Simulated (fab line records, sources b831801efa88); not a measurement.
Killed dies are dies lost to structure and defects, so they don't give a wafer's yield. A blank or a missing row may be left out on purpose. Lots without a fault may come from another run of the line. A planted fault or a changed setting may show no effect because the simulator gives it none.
Chamber matching | flow sky130 | SKY_CONTACT_CMP_04 on cmp-01: 4 sister chambers
The step polishes SiO2. 4 wafers are shown with their chamber, then 9 later ones without.

WAFERS WITH THEIR CHAMBER
wafer  | chamber | motor_current_A (A)
L644.1 | 2       | 12.0
L652.4 | 1       | 13.9
L653.3 | 0       | 10.1
L653.5 | 3       | 11.3

WAFERS WITHOUT THEIR CHAMBER
wafer  | motor_current_A (A)
L654.2 | 10.2
L654.5 | 11.6
L654.6 | 12.0
L655.1 | 15.0
L655.2 | 12.1
L655.5 | 15.1
L656.2 | 12.5
L656.3 | 9.9
L656.6 | 10.0

WHICH CHAMBER EACH WENT THROUGH
wafer  | from the rows above          | in truth
L654.2 | can't be placed: 0 or 3      | 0
L654.5 | can't be placed: 3 or 2      | 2
L654.6 | can't be placed: 2 or 3      | 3
L655.1 | 1                            | 1
L655.2 | can't be placed: 2 or 3      | 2
L655.5 | 1                            | 1
L656.2 | can't be placed: 2 or 3 or 1 | 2
L656.3 | 0                            | 0
L656.6 | 0                            | 0
Placed correctly: 4 of 9. Can't be placed from these rows: 5 (the true chamber is among the candidates in 5). Placed wrongly: 0.
How it was worked out, from the rows above alone: a wafer's distance from a chamber is the root of the sum, over the readings, of the square of ((its reading less the chamber's mean) divided by the reading's scatter). The wafer belongs to the nearest chamber; if the next one is less than 2 further off, it can't be placed. A chamber's mean is the mean of its shown wafers. The scatter: with one shown wafer a chamber, the root of the mean of the squares of how far each hidden wafer lies from its nearest shown one.
